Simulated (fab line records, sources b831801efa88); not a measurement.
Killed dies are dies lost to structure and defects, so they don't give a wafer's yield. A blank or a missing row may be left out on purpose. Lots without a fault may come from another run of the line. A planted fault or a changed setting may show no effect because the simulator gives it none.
A struck lot beside a sound one | flow sky130 | 21 steps out of a route of 708
Sound: wafers L513.1, L513.5, L513.6. Struck: wafers L524.2, L524.5, L524.6. The cause comes at the end.
At each step with rows: each side's tool, then ch and its chambers, then its first start. Under that, the readings that differ: sound wafers | struck wafers | difference of the means | sigmas: that difference in standard deviations of wafers without a fault.
alike: readings whose means differ by less than 2 such deviations, and words and numbers that are the same on both sides. not compared: withheld readings, readings that some wafer has no value for, bounds like >300 that may hide the same value, and numbers for which the record gives no deviation and whose values overlap.
The two part at a step that has a row with sigmas, a row that says differs or no value, or rows on one side only. Numbers that don't overlap but have no deviation are shown without sigmas and don't part them. A reading that every wafer of one side lacks parts them only if that side has two wafers or more.

first, 1 step without rows for these wafers: SKY_RES_XHIGH_IMPLANT_07.
SKY_RES_XHIGH_STRIP_08: strips in O2/N2.
  sound on plasma_asher-03 ch 0,1, day 29 03:01; struck on plasma_asher-01 ch 0,1, day 32 07:52
  alike: drypump_motor_current_A, o2_flow_sccm, oes_product_au, strip_time_to_endpoint_s
  not compared: rf_hours_counter_h
SKY_RES_XHIGH_TW_MEAS_09:
  sound on film_metro-01, day 29 03:07; struck on film_metro-01, day 32 07:58
  alike: RES_XHIGH_TW
then, 7 steps without rows for these wafers: SKY_SD_N_DEHYDRATE_00 (time 60 s); SKY_SD_N_HMDS_01 (prime time 60 s); SKY_SD_N_COAT_02 (resist thk 1140 nm); SKY_SD_N_SOFTBAKE_03 (time 60 s); SKY_SD_N_EXPOSE_04 (exposes mask NSDM, target cd 380 nm); SKY_SD_N_PEB_05; SKY_SD_N_DEVELOP_06 (develop time 60 s).
SKY_SD_N_CD_MEAS_07: target cd 380 nm.
  sound on cd_sem-01, day 30 07:01; struck on cd_sem-01, day 33 09:56
  alike: cd_nm
SKY_SD_N_OVL_MEAS_08:
  sound on overlay-02, day 30 07:08; struck on overlay-02, day 33 10:02
  alike: SD_N_OVL
SKY_SD_N_IMPLANT_09:
  sound on implanter-01 ch 0, day 30 07:11; struck on implanter-01 ch 0, day 33 10:06
  reading       | sound                         | struck                       | difference | sigmas
  dose_ions_cm2 | 3.992e+15 3.993e+15 3.993e+15 | 3.654e+15 3.654e+15 3.65e+15 | -3.400e+14 | -71
  alike: beam_energy_keV, tilt_deg
then, 1 step without rows for these wafers: SKY_SD_N_IMPLANT_10.
SKY_SD_N_STRIP_11: strips in O2/N2.
  sound on plasma_asher-03 ch 0,1, day 30 07:29; struck on plasma_asher-03 ch 0,1, day 33 10:22
  reading                      | sound             | struck            | difference | sigmas
  strip_time_to_endpoint_s (s) | 22.55 22.53 22.59 | 22.18 22.14 22.15 | -0.40      | -10
  alike: drypump_motor_current_A, o2_flow_sccm, oes_product_au
  not compared: rf_hours_counter_h
SKY_SD_N_TW_MEAS_12:
  sound on film_metro-02, day 30 07:35; struck on film_metro-02, day 33 10:29
  alike: SD_N_TW
then, 1 step without rows for these wafers: SKY_SD_N_CLEAN_13 (cleans in SC1/SC2, time 150 s).
SKY_SD_N_RTA_14: time 2 s.
  sound on rtp_anneal-02 ch 0, day 30 07:41; struck on rtp_anneal-01 ch 0, day 33 10:35
  alike: chamber_o2_ppm, lamp_power_pct, wafer_temp_C_max
SKY_SD_N_RS_MEAS_16: measures by four-point-probe.
  sound on film_metro-01, day 30 07:52; struck on film_metro-01, day 33 10:47
  reading          | sound             | struck            | difference | sigmas
  SD_N_RS (ohm/sq) | 68.53 68.45 68.51 | 69.23 69.37 69.46 | +0.86      | +7
SKY_SD_N_RS_MEAS_17: measures by four-point-probe.
  sound on film_metro-01, day 30 07:59; struck on film_metro-01, day 33 10:54
  alike: SD_P_RS
-- the record jumps here: 16 days lie between the struck wafers' starts before and after (it left off in module SD_N and takes up again in module PAD_OPEN, whose first step shown is number 708 of the route) --
SKY_PAD_OPEN_PROBE_99:
  sound on prober-02, day 47 11:46; struck on prober-02, day 49 16:57
  reading                            | sound             | struck            | difference | sigmas
  model.etest.res_ndiff_hv.rs_ohm_sq | 113.6 113.8 114.5 | 117.1 117.1 117.6 | +3.3       |
  model.etest.res_ndiff.rs_ohm_sq    | 120.2 119 120     | 123.3 123.2 123.7 | +3.7       |
  alike: killed_at_M0_to_M3, killed_at_M4_up, killed_at_contacts, killed_at_front_end, killed_at_other, killed_dies, killed_open, killed_short

WHERE THEY PART
First at SKY_SD_N_IMPLANT_09; last, within this record, at SKY_SD_N_RS_MEAS_16. Later steps at which nothing parts them and some readings are alike: SKY_SD_N_RS_MEAS_17, SKY_PAD_OPEN_PROBE_99.

WHY: what the simulator had put in
Process parameter drift: implanter-01, from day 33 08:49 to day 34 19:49, at SKY_SD_N_IMPLANT_09. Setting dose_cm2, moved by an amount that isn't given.
